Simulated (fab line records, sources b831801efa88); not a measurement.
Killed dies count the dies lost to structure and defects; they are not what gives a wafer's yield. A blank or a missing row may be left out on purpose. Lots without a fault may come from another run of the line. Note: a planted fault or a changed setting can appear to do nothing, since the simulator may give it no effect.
What tool caused it? -- flow gf180mcu -- Sampling: 11 lots, 33 wafers, 5 of 602 route steps

WHAT THE GAUGES SHOWED, per wafer
GF_MIM_RS_MEAS_10: uses a four-point probe to measure.
lot,measured,on,MIM_ALCU_RS (ohm/sq)
L306,day 25 03:32,film metro-04,0.1600 0.1612 0.1611
L308,day 25 20:50,film metro-04,0.1622 0.1612 0.1620
L310,day 26 23:00,film metro-03,0.1587 0.1605 0.1592
L312,day 27 03:16,film metro-03,0.1574 0.1575 0.1566
L313,day 27 09:55,film metro-04,0.1595 0.1579 0.1585
L317,day 28 20:02,film metro-04,0.1623 0.1622 0.1598
L318,day 28 21:44,film metro-04,0.1613 0.1603 0.1621 0.1616 0.1598 0.1621
L319,day 29 02:23,film metro-01,0.1584 0.1585 0.1565
L320,day 29 08:31,film metro-01,0.1621 0.1626 0.1612 0.1620 0.1625 0.1614
L325,day 30 17:10,film metro-03,0.1597 0.1593 0.1586
L327,day 31 03:31,film metro-03,0.1585 0.1597 0.1592

TOOL THAT RAN EACH LOT (tool first, then ch and the chambers of the sampled wafers, then the start)
lot,GF_V4_SPUTTER_21,GF_MIM_SPUTTER_01,GF_MIM_CVD_05,GF_MIM_SPUTTER_07
L306,"pvd sputter-01, day 25 02:23","pvd sputter-02, day 25 03:10","pecvd-04 ch 0,1,2, day 25 03:17","pvd sputter-04, day 25 03:23"
L308,"pvd sputter-02, day 25 19:44","pvd sputter-04, day 25 20:32","pecvd-04 ch 0,1,2, day 25 20:39","pvd sputter-03, day 25 20:44"
L310,"pvd sputter-04, day 26 21:53","pvd sputter-03, day 26 22:41","pecvd-02 ch 0,1, day 26 22:49","pvd sputter-02, day 26 22:54"
L312,"pvd sputter-04, day 27 02:10","pvd sputter-02, day 27 02:57","pecvd-02 ch 0,1,2, day 27 03:04","pvd sputter-04, day 27 03:10"
L313,"pvd sputter-04, day 27 08:49","pvd sputter-02, day 27 09:36","pecvd-03 ch 0,1,2, day 27 09:43","pvd sputter-03, day 27 09:49"
L317,"pvd sputter-04, day 28 18:55","pvd sputter-02, day 28 19:42","pecvd-02 ch 0,2, day 28 19:49","pvd sputter-03, day 28 19:55"
L318,"pvd sputter-02, day 28 20:38","pvd sputter-02, day 28 21:25","pecvd-03 ch 0,1,2, day 28 21:32","pvd sputter-03, day 28 21:38"
L319,"pvd sputter-02, day 29 01:14","pvd sputter-02, day 29 02:02","pecvd-03 ch 0,1, day 29 02:09","pvd sputter-04, day 29 02:15"
L320,"pvd sputter-04, day 29 07:23","pvd sputter-02, day 29 08:11","pecvd-02 ch 0,1,2, day 29 08:18","pvd sputter-03, day 29 08:23"
L325,"pvd sputter-01, day 30 16:02","pvd sputter-03, day 30 16:50","pecvd-03 ch 1,2, day 30 16:58","pvd sputter-02, day 30 17:03"
L327,"pvd sputter-04, day 31 02:25","pvd sputter-03, day 31 03:12","pecvd-03 ch 0,1,2, day 31 03:19","pvd sputter-02, day 31 03:25"
- GF_V4_SPUTTER_21: material Ti, target thk 15 nm, time 80.02 s.
- GF_MIM_SPUTTER_01: material TiN, target thk 30 nm, time 25 s.
- GF_MIM_CVD_05: deposits Si3N4, target thk 42 nm, time 29.086 s.
- GF_MIM_SPUTTER_07: material TiN, target thk 60 nm, time 50 s.

WHAT THE TOOLS THEMSELVES READ (means of the sampled wafers that have a number; where no wafer has one, the mark that the record gives instead)
GF_V4_SPUTTER_21.
lot,tool,substrate temp c (C),throttle valve pct (%)
L306,pvd sputter-01,199.98,29.9
L308,pvd sputter-02,200.18,30.1
L310,pvd sputter-04,200.02,31.2
L312,pvd sputter-04,199.94,31.0
L313,pvd sputter-04,199.95,31.0
L317,pvd sputter-04,199.99,31.2
L318,pvd sputter-02,200.02,30.6
L319,pvd sputter-02,199.71,31.3
L320,pvd sputter-04,199.98,31.6
L325,pvd sputter-01,200.27,30.3
L327,pvd sputter-04,200.13,30.0

GF_MIM_SPUTTER_01.
lot,tool,throttle valve pct (%)
L306,pvd sputter-02,30.7
L308,pvd sputter-04,31.7
L310,pvd sputter-03,31.1
L312,pvd sputter-02,31.0
L313,pvd sputter-02,30.3
L317,pvd sputter-02,30.1
L318,pvd sputter-02,30.6
L319,pvd sputter-02,31.2
L320,pvd sputter-02,30.4
L325,pvd sputter-03,30.7
L327,pvd sputter-03,30.8

GF_MIM_CVD_05.
lot,tool,heater power w (W)
L306,pecvd-04,683
L308,pecvd-04,684
L310,pecvd-02,796
L312,pecvd-02,768
L313,pecvd-03,640
L317,pecvd-02,735
L318,pecvd-03,633
L319,pecvd-03,592
L320,pecvd-02,697
L325,pecvd-03,661
L327,pecvd-03,657

GF_MIM_SPUTTER_07.
lot,tool,throttle valve pct (%)
L306,pvd sputter-04,30.9
L308,pvd sputter-03,30.7
L310,pvd sputter-02,30.9
L312,pvd sputter-04,31.1
L313,pvd sputter-03,30.6
L317,pvd sputter-03,30.6
L318,pvd sputter-03,30.7
L319,pvd sputter-04,31.2
L320,pvd sputter-03,30.0
L325,pvd sputter-02,29.9
L327,pvd sputter-02,30.4

THE ANSWER, worked out from the rows above alone
Rule: usual is defined by the lots themselves. The widest of any qualifying gaps counts: lots, ordered by their means at a reading, are off when they make up no more than a third of the lots, leave a main group of 4 or more, and stand apart from it by 3 or more times the standard deviation of that group's means. If all means in a main group match to the digits the tables above print for the reading, that group is not used. Also off: a lot with no number at a reading for which 4 or more lots have one. The other lots that the step has rows for count as sound. First the gauges in route order, then the tools' own readings, where a lot's mean is used as printed above. The first step at which some lot is off is used, and at that step the reading that is off furthest; a lot without a number counts as furthest.
No lot is off at any reading shown: from this, nothing can be told.

WHAT THE SIMULATOR HAD INSERTED
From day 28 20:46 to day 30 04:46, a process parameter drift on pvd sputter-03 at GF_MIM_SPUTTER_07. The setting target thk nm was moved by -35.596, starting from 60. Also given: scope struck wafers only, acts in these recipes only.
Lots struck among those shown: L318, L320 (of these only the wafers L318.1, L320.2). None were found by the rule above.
